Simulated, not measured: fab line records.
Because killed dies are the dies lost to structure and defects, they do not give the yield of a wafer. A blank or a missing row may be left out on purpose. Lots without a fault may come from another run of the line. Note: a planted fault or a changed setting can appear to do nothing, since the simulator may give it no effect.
fab line records	flow sky130
[record] lots = 24	wafers = 72	last_day = 50
route steps=708 shown FIELD_ISO@1 VT_ADJUST_HVTP@93 VT_ADJUST_LVTN@106 CONTACT@411 CAPM@538 VIA3@594
lots that met no fault: taken from a fault-free run of the same line
start_h: hours from the record's first day to the start of the lot's first wafer shown	wait_h: time in hours since the lot's previous step	" identical to the entry in the row above	L1.1+2: a row that stands for several wafers	- no value, or no start was given	* or withheld: withheld	< > ~ a bound
route shown NAME@n: NAME is a module with steps in the file, n the number in the route of the first one	usual: mean/standard deviation of fault-free wafers	same: alike in all rows	chamber/n: place in a boat	sites: each site's reading	_std_site: the values' standard deviation	_edge_site: the outer-site mean with the inner-site mean subtracted	radius_mm: for every site, how far away it sits from the centre of the wafer	mask NAME#n: copy n	behind: the most recent tool/chamber to have shaped the wafer	hold: why the lot was held/for how many hours/how that ended	device: transistor that didn't switch, given as n, p or np	end of line: the same wafers' tests at the end of the route	for a step that has no rows: nothing shown but its recipe	killed: count of dies lost to structure and defects at first sort (not the wafer's yield)	map: the dies of a wafer, with x for killed, . for not killed, _ for no die there
set.NAME: the setting that was run; set.NAME@STEP: the one run at that earlier step	model.NAME: the simulator's own value behind a step, which no gauge read
route steps across a sampled set of lots; one table per step, one row per wafer
services: the hour from which a tool's chamber was out of use, counted from the record's first day as start_h (under 0 if before that day), plus the number of hours and why
[[steps]]
[step SKY_FIELD_ISO_BOW_MEAS_00]
[recipe] mode = bow
[usual] INCOMING_BOW = 0/6.3
lot.wafer	tool	chamber	start_h	wait_h	INCOMING_BOW[um]
L074.2	film_metro-03	-	10.02	-	4
L074.3	"	-	"	"	4
L074.6	"	-	"	"	4
L075.1	film_metro-02	-	15.00	-	1
L075.3	"	-	"	"	9
L075.4	"	-	"	"	-17
L076.2	film_metro-01	-	20.02	-	-7
L076.3	"	-	"	"	12
L076.6	"	-	"	"	-9
L077.3	film_metro-02	-	25.04	-	-10
L077.4	"	-	"	"	11
L077.6	"	-	"	"	1
L078.1	film_metro-02	-	30.00	-	0
L078.4	"	-	"	"	0
L078.5	"	-	"	"	2
L079.1	film_metro-03	-	35.00	-	0
L079.2	"	-	"	"	25
L079.4	"	-	"	"	6
L080.1	film_metro-02	-	40.00	-	-4
L080.4	"	-	"	"	-3
L080.5	"	-	"	"	-5
L081.1	film_metro-01	-	45.00	-	-3
L081.4	"	-	"	"	8
L081.5	"	-	"	"	3
L082.2	film_metro-03	-	50.02	-	1
L082.4	"	-	"	"	-7
L082.6	"	-	"	"	-3
L083.2	film_metro-01	-	55.02	-	2
L083.4	"	-	"	"	5
L083.5	"	-	"	"	1
L084.3	film_metro-03	-	60.04	-	-5
L084.4	"	-	"	"	9
L084.5	"	-	"	"	-3
L085.1	film_metro-03	-	65.00	-	-3
L085.2	"	-	"	"	9
L085.6	"	-	"	"	4
L086.1	film_metro-02	-	70.00	-	0
L086.2	"	-	"	"	8
L086.6	"	-	"	"	-6
L087.1	film_metro-02	-	75.00	-	-4
L087.2	"	-	"	"	-3
L087.6	"	-	"	"	-1
L088.1	film_metro-01	-	80.00	-	2
L088.3	"	-	"	"	0
L088.6	"	-	"	"	-12
L089.3	film_metro-03	-	85.04	-	9
L089.4	"	-	"	"	-10
L089.6	"	-	"	"	8
L090.2	film_metro-02	-	90.02	-	15
L090.3	"	-	"	"	-11
L090.6	"	-	"	"	13
L091.1	film_metro-02	-	95.00	-	-4
L091.2	"	-	"	"	3
L091.4	"	-	"	"	2
L092.1	film_metro-03	-	100.00	-	1
L092.3	"	-	"	"	2
L092.5	"	-	"	"	-11
L093.2	film_metro-03	-	105.02	-	3
L093.3	"	-	"	"	16
L093.5	"	-	"	"	-1
L094.1	film_metro-03	-	110.00	-	4
L094.2	"	-	"	"	-3
L094.6	"	-	"	"	0
L095.2	film_metro-03	-	115.02	-	4
L095.3	"	-	"	"	3
L095.6	"	-	"	"	4
L096.2	film_metro-01	-	120.02	-	7
L096.4	"	-	"	"	-5
L096.5	"	-	"	"	-2
L097.2	film_metro-02	-	125.02	-	3
L097.3	"	-	"	"	-5
L097.4	"	-	"	"	-3
[step SKY_VT_ADJUST_HVTP_OVL_MEAS_08]
[usual] VT_ADJUST_HVTP_OVL = 0.9/1.1
lot.wafer	tool	chamber	start_h	wait_h	VT_ADJUST_HVTP_OVL[nm]
L074.2	overlay-01	-	119.61	0.1	-0.6
L074.3	"	-	"	"	0.1
L074.6	"	-	"	"	-0.2
L075.1	overlay-01	-	125.81	0.1	0.5
L075.3	"	-	"	"	1.6
L075.4	"	-	"	"	1.8
L076.2	overlay-02	-	130.76	0.1	0.3
L076.3	"	-	"	"	2.2
L076.6	"	-	"	"	0.8
L077.3	overlay-01	-	137.42	0.1	1.1
L077.4	"	-	"	"	1.2
L077.6	"	-	"	"	-0.2
L078.1	overlay-01	-	146.66	0.1	3.3
L078.4	"	-	"	"	1.7
L078.5	"	-	"	"	0.7
L079.1	overlay-01	-	158.21	0.1	2.4
L079.2	"	-	"	"	1.7
L079.4	"	-	"	"	1.9
L080.1	overlay-02	-	162.71	0.1	1.7
L080.4	"	-	"	"	1.8
L080.5	"	-	"	"	-0.9
L081.1	overlay-01	-	172.96	0.1	1.4
L081.4	"	-	"	"	2.4
L081.5	"	-	"	"	0.8
L082.2	overlay-01	-	176.01	0.1	-0.1
L082.4	"	-	"	"	2.0
L082.6	"	-	"	"	0.0
L083.2	overlay-01	-	184.76	0.1	2.8
L083.4	"	-	"	"	2.6
L083.5	"	-	"	"	0.7
L084.3	overlay-02	-	187.12	0.1	-0.3
L084.4	"	-	"	"	-1.3
L084.5	"	-	"	"	1.3
L085.1	overlay-02	-	196.40	0.1	0.6
L085.2	"	-	"	"	1.1
L085.6	"	-	"	"	2.3
L086.1	overlay-01	-	202.70	0.1	1.6
L086.2	"	-	"	"	1.9
L086.6	"	-	"	"	-1.0
L087.1	overlay-01	-	203.56	0.1	-0.9
L087.2	"	-	"	"	-0.8
L087.6	"	-	"	"	0.5
L088.1	overlay-02	-	210.56	0.1	-0.6
L088.3	"	-	"	"	-0.6
L088.6	"	-	"	"	1.4
L089.3	overlay-01	-	214.77	0.1	1.5
L089.4	"	-	"	"	1.3
L089.6	"	-	"	"	1.2
L090.2	overlay-01	-	222.01	0.1	-0.7
L090.3	"	-	"	"	-0.3
L090.6	"	-	"	"	0.7
L091.1	overlay-01	-	228.67	0.1	3.3
L091.2	"	-	"	"	0.8
L091.4	"	-	"	"	0.7
L092.1	overlay-01	-	234.06	0.1	1.9
L092.3	"	-	"	"	1.4
L092.5	"	-	"	"	0.1
L093.2	overlay-02	-	242.11	0.1	0.1
L093.3	"	-	"	"	2.4
L093.5	"	-	"	"	1.8
L094.1	overlay-02	-	252.60	0.1	0.2
L094.2	"	-	"	"	-1.0
L094.6	"	-	"	"	0.9
L095.2	overlay-01	-	253.96	0.1	0.1
L095.3	"	-	"	"	2.7
L095.6	"	-	"	"	1.1
L096.2	overlay-01	-	256.81	0.1	1.5
L096.4	"	-	"	"	2.4
L096.5	"	-	"	"	2.2
L097.2	overlay-02	-	267.41	0.1	0.8
L097.3	"	-	"	"	-0.4
L097.4	"	-	"	"	0.3
[step SKY_VT_ADJUST_LVTN_STRIP_09]
[recipe] chemistry = O2/N2	power_w = 1400	pressure_mtorr = 1500	platen_temp_c = withheld	o2_flow_sccm = 2917	n2_flow_sccm = 300	overash_fraction = 0.5
[usual] drypump_motor_current_A = 5.7/0.68	oes_product_au = 0.721/0.0048	strip_time_to_endpoint_s = 37.00/0.095
lot.wafer	tool	chamber	start_h	wait_h	drypump_motor_current_A	oes_product_au	rf_hours_counter_h	strip_time_to_endpoint_s
L074.2	plasma_asher-04	0	139.17	0.1	6.7	0.726	44	36.93
L074.3	"	0	"	"	6.7	0.718	-	36.95
L074.6	"	0	"	"	6.7	0.708	-	36.91
L075.1	plasma_asher-01	1	144.97	0.1	6.2	0.721	3	37.04
L075.3	"	0	"	"	5.2	0.726	-	36.86
L075.4	"	1	"	"	6.2	0.726	-	36.95
L076.2	plasma_asher-04	1	150.07	0.1	4.7	0.720	45	37.04
L076.3	"	1	"	"	4.7	0.724	-	37.09
L076.6	"	0	"	"	6.7	0.726	-	37.02
L077.3	plasma_asher-03	1	157.40	0.1	5.5	0.730	-	36.87
L077.4	"	0	"	"	5.8	0.723	-	36.93
L077.6	"	1	"	"	5.5	0.716	-	37.05
L078.1	plasma_asher-03	1	166.42	0.1	5.4	0.718	49	36.90
L078.4	"	1	"	"	5.4	0.728	-	37.02
L078.5	"	0	"	"	5.8	0.729	-	36.96
L079.1	plasma_asher-03	0	178.02	0.1	5.8	0.712	51	37.04
L079.2	"	1	"	"	5.5	0.710	51	37.06
L079.4	"	1	"	"	5.5	0.720	-	37.11
L080.1	plasma_asher-03	0	183.92	0.1	5.8	0.718	51	36.78
L080.4	"	0	"	"	5.8	0.718	-	36.74
L080.5	"	0	"	"	5.8	0.720	-	36.82
L081.1	plasma_asher-03	0	194.07	0.1	5.8	0.726	52	36.88
L081.4	"	0	"	"	5.8	0.720	-	36.89
L081.5	"	1	"	"	5.5	0.722	-	36.85
L082.2	plasma_asher-03	0	197.82	0.1	5.8	0.721	53	36.97
L082.4	"	1	"	"	5.5	0.719	-	37.02
L082.6	"	0	"	"	5.8	0.730	-	36.99
L083.2	plasma_asher-04	0	206.72	0.1	6.7	0.723	50	37.09
L083.4	"	1	"	"	4.7	0.719	-	37.07
L083.5	"	0	"	"	6.7	0.727	-	37.18
L084.3	plasma_asher-04	0	209.15	0.1	6.7	0.721	-	36.97
L084.4	"	1	"	"	4.7	0.723	-	36.98
L084.5	"	1	"	"	4.7	0.723	-	36.95
L085.1	plasma_asher-04	1	218.22	0.1	4.7	0.724	51	37.05
L085.2	"	0	"	"	6.7	0.715	51	37.11
L085.6	"	1	"	"	4.7	0.718	-	37.07
L086.1	plasma_asher-01	0	224.77	0.1	5.2	0.730	11	36.87
L086.2	"	1	"	"	6.2	0.716	11	37.04
L086.6	"	1	"	"	6.2	0.718	-	36.98
L087.1	plasma_asher-04	1	226.12	0.1	4.7	0.720	52	37.01
L087.2	"	0	"	"	6.7	0.716	52	37.00
L087.6	"	0	"	"	6.7	0.723	-	37.05
L088.1	plasma_asher-04	0	232.72	0.1	6.7	0.715	52	37.06
L088.3	"	0	"	"	6.7	0.717	-	37.14
L088.6	"	0	"	"	6.7	0.717	-	37.25
L089.3	plasma_asher-04	1	238.00	0.1	4.7	0.730	-	37.03
L089.4	"	0	"	"	6.6	0.718	-	36.95
L089.6	"	0	"	"	6.7	0.721	-	37.11
L090.2	plasma_asher-01	1	245.47	0.1	6.2	0.720	13	36.97
L090.3	"	0	"	"	5.2	0.726	-	37.00
L090.6	"	0	"	"	5.2	0.717	-	36.96
L091.1	plasma_asher-03	1	251.42	0.1	5.4	0.729	58	36.90
L091.2	"	0	"	"	5.8	0.723	58	37.01
L091.4	"	0	"	"	5.8	0.726	-	36.98
L092.1	plasma_asher-04	1	256.17	0.1	4.7	0.715	55	37.12
L092.3	"	1	"	"	4.7	0.715	-	36.97
L092.5	"	1	"	"	4.7	0.723	-	36.98
L093.2	plasma_asher-03	1	265.52	0.1	5.4	0.712	59	36.93
L093.3	"	0	"	"	5.8	0.728	-	36.95
L093.5	"	0	"	"	5.8	0.717	-	36.99
L094.1	plasma_asher-03	0	276.12	0.1	5.8	0.721	60	36.94
L094.2	"	1	"	"	5.5	0.724	60	36.91
L094.6	"	1	"	"	5.5	0.717	-	36.96
L095.2	plasma_asher-01	0	277.72	0.1	5.2	0.722	16	37.11
L095.3	"	0	"	"	5.2	0.721	-	37.12
L095.6	"	0	"	"	5.2	0.730	-	37.13
L096.2	plasma_asher-04	0	280.27	0.1	6.7	0.721	57	37.03
L096.4	"	0	"	"	6.7	0.724	-	37.10
L096.5	"	0	"	"	6.7	0.723	-	37.12
L097.2	plasma_asher-03	0	291.92	0.1	5.8	0.723	62	36.98
L097.3	"	0	"	"	5.8	0.719	-	37.02
L097.4	"	1	"	"	5.4	0.718	-	37.04
[step SKY_CONTACT_BOW_MEAS_05]
[recipe] mode = bow
[usual] CONTACT_BOW = 83/6.9
lot.wafer	tool	chamber	start_h	wait_h	CONTACT_BOW[um]
L074.2	film_metro-03	-	699.99	0.2	88
L074.3	"	-	"	"	86
L074.6	"	-	"	"	88
L075.1	film_metro-01	-	713.03	0.1	81
L075.3	"	-	"	"	88
L075.4	"	-	"	"	63
L076.2	film_metro-03	-	714.30	0.3	76
L076.3	"	-	"	"	97
L076.6	"	-	"	"	75
L077.3	film_metro-03	-	731.80	0.2	69
L077.4	"	-	"	"	91
L077.6	"	-	"	"	82
L078.1	film_metro-03	-	733.12	0.1	81
L078.4	"	-	"	"	81
L078.5	"	-	"	"	84
L079.1	film_metro-01	-	755.79	0.2	83
L079.2	"	-	"	"	108
L079.4	"	-	"	"	90
L080.1	film_metro-02	-	757.93	0.2	81
L080.4	"	-	"	"	81
L080.5	"	-	"	"	79
L082.2	film_metro-03	-	787.76	0.2	85
L082.4	"	-	"	"	78
L082.6	"	-	"	"	82
L081.1	film_metro-03	-	789.99	0.2	78
L081.4	"	-	"	"	89
L081.5	"	-	"	"	86
L084.3	film_metro-02	-	790.64	0.3	79
L084.4	"	-	"	"	93
L084.5	"	-	"	"	80
L083.2	film_metro-03	-	791.29	0.1	87
L083.4	"	-	"	"	89
L083.5	"	-	"	"	85
L085.1	film_metro-02	-	795.96	0.2	82
L085.2	"	-	"	"	92
L085.6	"	-	"	"	87
L086.1	film_metro-02	-	803.66	0.1	82
L086.2	"	-	"	"	90
L086.6	"	-	"	"	76
L087.1	film_metro-01	-	808.32	0.1	82
L087.2	"	-	"	"	84
L087.6	"	-	"	"	86
L088.1	film_metro-01	-	814.02	0.1	83
L088.3	"	-	"	"	80
L088.6	"	-	"	"	68
L089.3	film_metro-03	-	819.56	0.2	96
L089.4	"	-	"	"	77
L089.6	"	-	"	"	96
L090.2	film_metro-02	-	820.87	0.3	101
L090.3	"	-	"	"	76
L090.6	"	-	"	"	98
L091.1	film_metro-02	-	837.99	0.1	76
L091.2	"	-	"	"	81
L091.4	"	-	"	"	84
L092.1	film_metro-02	-	839.68	0.2	87
L092.3	"	-	"	"	86
L092.5	"	-	"	"	73
L093.2	film_metro-03	-	848.94	0.2	87
L093.3	"	-	"	"	100
L093.5	"	-	"	"	84
L094.1	film_metro-02	-	861.15	0.1	86
L094.2	"	-	"	"	78
L094.6	"	-	"	"	82
L095.2	film_metro-03	-	863.15	0.3	89
L095.3	"	-	"	"	88
L095.6	"	-	"	"	89
L096.2	film_metro-03	-	865.16	0.3	86
L096.4	"	-	"	"	74
L096.5	"	-	"	"	77
L097.2	film_metro-02	-	877.32	0.1	84
L097.3	"	-	"	"	74
L097.4	"	-	"	"	76
[step SKY_CAPM_THK_MEAS_01]
[recipe] reads = SiO2_of_CAPM_CVD_00
[usual] CAPM_CVD_00_THK = 15.56/0.29
lot.wafer	tool	chamber	start_h	wait_h	CAPM_CVD_00_THK[nm]
L074.2	film_metro-03	-	845.50	-	15.37
L074.3	"	-	"	"	14.99
L074.6	"	-	"	"	15.57
L075.1	film_metro-03	-	850.48	-	15.34
L075.3	"	-	"	"	15.55
L075.4	"	-	"	"	15.62
L076.2	film_metro-02	-	852.04	-	15.06
L076.3	"	-	"	"	15.38
L076.6	"	-	"	"	15.38
L077.3	film_metro-03	-	871.03	-	14.78
L077.4	"	-	"	"	15.45
L077.6	"	-	"	"	15.37
L078.1	film_metro-03	-	873.73	-	15.07
L078.4	"	-	"	"	15.69
L078.5	"	-	"	"	15.92
L079.1	film_metro-03	-	894.75	-	15.43
L079.2	"	-	"	"	15.49
L079.4	"	-	"	"	15.47
L080.1	film_metro-03	-	896.58	-	15.37
L080.4	"	-	"	"	15.83
L080.5	"	-	"	"	15.68
L082.2	film_metro-03	-	925.30	-	15.55
L082.4	"	-	"	"	15.97
L082.6	"	-	"	"	16.23
L081.1	film_metro-02	-	927.64	-	15.91
L081.4	"	-	"	"	15.92
L081.5	"	-	"	"	15.77
L084.3	film_metro-02	-	928.01	-	15.36
L084.4	"	-	"	"	15.89
L084.5	"	-	"	"	15.60
L083.2	film_metro-04	-	928.35	-	15.43
L083.4	"	-	"	"	15.87
L083.5	"	-	"	"	15.75
L085.1	film_metro-02	-	933.98	-	15.30
L085.2	"	-	"	"	15.47
L085.6	"	-	"	"	15.92
L086.1	film_metro-03	-	940.28	-	15.20
L086.2	"	-	"	"	15.44
L086.6	"	-	"	"	16.03
L087.1	film_metro-03	-	942.83	-	15.24
L087.2	"	-	"	"	15.51
L087.6	"	-	"	"	15.32
L088.1	film_metro-03	-	949.11	-	15.00
L088.3	"	-	"	"	15.61
L088.6	"	-	"	"	15.78
L089.3	film_metro-04	-	954.95	-	15.71
L089.4	"	-	"	"	15.51
L089.6	"	-	"	"	15.56
L090.2	film_metro-02	-	955.20	-	15.44
L090.3	"	-	"	"	15.81
L090.6	"	-	"	"	15.56
L091.1	film_metro-04	-	971.49	-	15.81
L091.2	"	-	"	"	16.02
L091.4	"	-	"	"	15.94
L092.1	film_metro-04	-	973.13	-	15.21
L092.3	"	-	"	"	15.57
L092.5	"	-	"	"	15.48
L093.2	film_metro-04	-	981.94	-	15.05
L093.3	"	-	"	"	15.25
L093.5	"	-	"	"	15.45
L094.1	film_metro-03	-	991.55	-	15.15
L094.2	"	-	"	"	15.52
L094.6	"	-	"	"	16.01
L095.2	film_metro-02	-	993.41	-	15.51
L095.3	"	-	"	"	15.46
L095.6	"	-	"	"	15.66
L096.2	film_metro-02	-	995.16	-	15.58
L096.4	"	-	"	"	15.90
L096.5	"	-	"	"	16.47
L097.2	film_metro-04	-	1007.55	-	15.53
L097.3	"	-	"	"	15.22
L097.4	"	-	"	"	15.90
[step SKY_VIA3_CVD_21]
[recipe] material = W	target_thk_nm = 390	time_s = 117.31	temp_c = 400	pressure_torr = 40
[usual] heater_power_w = 844/51
lot.wafer	tool	chamber	start_h	wait_h	heater_power_w	since_wet_clean_h
L074.2	cvd_w-01	1	926.48	0.0	809	522
L074.3	"	0	"	"	933	-
L074.6	"	1	"	"	818	-
L075.1	cvd_w-01	0	929.99	0.0	919	526
L075.3	"	1	"	"	787	-
L075.4	"	0	"	"	933	-
L076.2	cvd_w-02	1	932.09	0.0	855	14
L076.3	"	1	"	"	863	-
L076.6	"	1	"	"	858	-
L077.3	cvd_w-01	0	949.64	0.1	936	-
L077.4	"	1	"	"	814	-
L077.6	"	0	"	"	922	-
L078.1	cvd_w-02	1	951.35	0.0	849	33
L078.4	"	1	"	"	839	-
L078.5	"	0	"	"	789	-
L079.1	cvd_w-01	1	971.69	0.0	801	568
L079.2	"	0	"	"	930	568
L079.4	"	0	"	"	919	-
L080.1	cvd_w-02	0	973.03	0.0	800	55
L080.4	"	0	"	"	797	-
L080.5	"	0	"	"	812	-
L082.2	cvd_w-02	1	1000.72	0.0	871	83
L082.4	"	0	"	"	796	-
L082.6	"	1	"	"	849	-
L081.1	cvd_w-01	0	1002.76	0.0	948	599
L081.4	"	1	"	"	804	-
L081.5	"	1	"	"	812	-
L084.3	cvd_w-02	1	1003.34	0.1	849	-
L084.4	"	0	"	"	802	-
L084.5	"	1	"	"	870	-
L083.2	cvd_w-01	0	1003.62	0.0	935	600
L083.4	"	0	"	"	919	-
L083.5	"	1	"	"	806	-
L085.1	cvd_w-01	0	1008.98	0.0	914	605
L085.2	"	1	"	"	791	605
L085.6	"	1	"	"	791	-
L086.1	cvd_w-01	1	1014.16	0.0	792	610
L086.2	"	0	"	"	918	610
L086.6	"	0	"	"	920	-
L087.1	cvd_w-02	1	1016.10	0.0	850	98
L087.2	"	0	"	"	799	98
L087.6	"	0	"	"	797	-
L088.1	cvd_w-02	0	1023.13	0.0	789	105
L088.3	"	1	"	"	843	-
L088.6	"	1	"	"	847	-
L089.3	cvd_w-02	1	1028.09	0.1	867	-
L089.4	"	0	"	"	787	-
L089.6	"	1	"	"	856	-
L090.2	cvd_w-02	1	1029.48	0.1	880	111
L090.3	"	0	"	"	806	-
L090.6	"	0	"	"	793	-
L091.1	cvd_w-02	0	1043.30	0.0	808	125
L091.2	"	1	"	"	871	125
L091.4	"	0	"	"	785	-
L092.1	cvd_w-02	0	1043.85	0.0	813	126
L092.3	"	1	"	"	848	-
L092.5	"	1	"	"	878	-
L093.2	cvd_w-02	1	1053.90	0.0	821	136
L093.3	"	0	"	"	789	-
L093.5	"	1	"	"	840	-
L094.1	cvd_w-02	1	1061.42	0.0	866	143
L094.2	"	0	"	"	810	143
L094.6	"	1	"	"	864	-
L095.2	cvd_w-02	1	1064.13	0.0	855	146
L095.3	"	0	"	"	798	-
L095.6	"	0	"	"	811	-
L096.2	cvd_w-01	0	1065.83	0.0	947	662
L096.4	"	0	"	"	947	-
L096.5	"	1	"	"	834	-
L097.2	cvd_w-01	1	1077.75	0.0	811	674
L097.3	"	1	"	"	834	-
L097.4	"	0	"	"	936	-
[[services]]
tool	chamber	start_h	hours	kind
cvd_w-01	-	119.99	2.8	pm
plasma_asher-04	-	162.00	14.6	pm
plasma_asher-03	-	202.00	6.6	repair
plasma_asher-04	-	241.06	3.0	repair
plasma_asher-03	-	285.45	2.8	pm
plasma_asher-04	-	303.73	0.5	repair
plasma_asher-03	-	331.46	2.5	repair
plasma_asher-03	-	366.31	5.7	repair
cvd_w-02	0	381.25	16.9	repair
cvd_w-01	-	390.00	14.0	pm
plasma_asher-03	-	421.25	9.0	pm
plasma_asher-04	-	434.39	3.2	repair
cvd_w-01	-	487.63	1.4	repair
cvd_w-01	1	505.49	38.5	repair
cvd_w-02	-	508.73	0.6	repair
plasma_asher-03	-	511.79	0.8	repair
plasma_asher-03	-	536.27	0.7	repair
plasma_asher-03	-	545.70	4.1	repair
plasma_asher-03	-	553.89	0.9	repair
cvd_w-01	-	617.92	6.9	pm
cvd_w-02	0	671.64	14.7	repair
cvd_w-02	-	842.05	6.0	pm
cvd_w-02	-	904.00	14.0	pm
cvd_w-02	-	918.00	6.9	pm
[[key]]
fault none
